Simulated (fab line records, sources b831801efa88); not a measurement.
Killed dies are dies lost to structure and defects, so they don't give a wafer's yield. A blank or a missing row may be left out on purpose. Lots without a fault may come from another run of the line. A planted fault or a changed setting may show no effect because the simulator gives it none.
A struck lot beside a sound one | flow sky130 | 15 steps out of a route of 708
Sound: wafers L618.1, L618.4, L618.5. Struck: wafers L635.3, L635.4, L635.5. The cause comes at the end.
At each step with rows: each side's tool, then ch and its chambers, then its first start. Under that, the readings that differ: sound wafers | struck wafers | difference of the means | sigmas: that difference in standard deviations of wafers without a fault.
alike: readings whose means differ by less than 2 such deviations, and words and numbers that are the same on both sides. not compared: withheld readings, readings that some wafer has no value for, bounds like >300 that may hide the same value, and numbers for which the record gives no deviation and whose values overlap.
The two part at a step that has a row with sigmas, a row that says differs or no value, or rows on one side only. Numbers that don't overlap but have no deviation are shown without sigmas and don't part them. A reading that every wafer of one side lacks parts them only if that side has two wafers or more.

SKY_RES_XHIGH_TW_MEAS_09:
  sound on film_metro-04, day 27 21:46; struck on film_metro-02, day 33 13:38
  alike: RES_XHIGH_TW
then, 7 steps without rows for these wafers: SKY_SD_N_DEHYDRATE_00 (time 60 s); SKY_SD_N_HMDS_01 (prime time 60 s); SKY_SD_N_COAT_02 (resist thk 1140 nm); SKY_SD_N_SOFTBAKE_03 (time 60 s); SKY_SD_N_EXPOSE_04 (exposes mask NSDM, target cd 380 nm); SKY_SD_N_PEB_05; SKY_SD_N_DEVELOP_06 (develop time 60 s).
SKY_SD_N_CD_MEAS_07: target cd 380 nm.
  sound on cd_sem-02, day 29 01:10; struck on cd_sem-02, day 34 16:06
  alike: cd_nm
SKY_SD_N_OVL_MEAS_08:
  sound on overlay-01, day 29 01:17; struck on overlay-01, day 34 16:12
  reading       | sound          | struck      | difference | sigmas
  SD_N_OVL (nm) | -0.8 -2.9 -1.4 | 1.2 0.7 1.7 | +2.9       | +2
then, 2 steps without rows for these wafers: SKY_SD_N_IMPLANT_09; SKY_SD_N_IMPLANT_10.
SKY_SD_N_STRIP_11: strips in O2/N2.
  sound on plasma_asher-04 ch 0, day 29 01:38; struck on plasma_asher-03 ch 0,1, day 34 16:33
  reading                      | sound             | struck            | difference | sigmas
  drypump_motor_current_A (A)  | 5.5 5.5 5.5       | 6.6 6.3 6.6       | +1.0       | +2
  o2_flow_sccm (sccm)          | 2994 3010 3009    | 2409 2390 2409    | -602       | -66
  strip_time_to_endpoint_s (s) | 22.49 22.48 22.52 | 22.85 22.90 22.81 | +0.36      | +8
  alike: chamber_pressure_mTorr, oes_product_au
  not compared: rf_hours_counter_h
SKY_SD_N_TW_MEAS_12:
  sound on film_metro-04, day 29 01:44; struck on film_metro-02, day 34 16:38
  alike: SD_N_TW
-- the record jumps here: 16 days lie between the struck wafers' starts before and after (it left off in module SD_N and takes up again in module PAD_OPEN, whose first step shown is number 708 of the route) --
SKY_PAD_OPEN_PROBE_99:
  the record has rows for the struck wafers here (prober-02, day 50 12:44) and none for the sound ones

WHERE THEY PART
First at SKY_SD_N_OVL_MEAS_08; last, within this record, at SKY_PAD_OPEN_PROBE_99.

WHY: what the simulator had put in
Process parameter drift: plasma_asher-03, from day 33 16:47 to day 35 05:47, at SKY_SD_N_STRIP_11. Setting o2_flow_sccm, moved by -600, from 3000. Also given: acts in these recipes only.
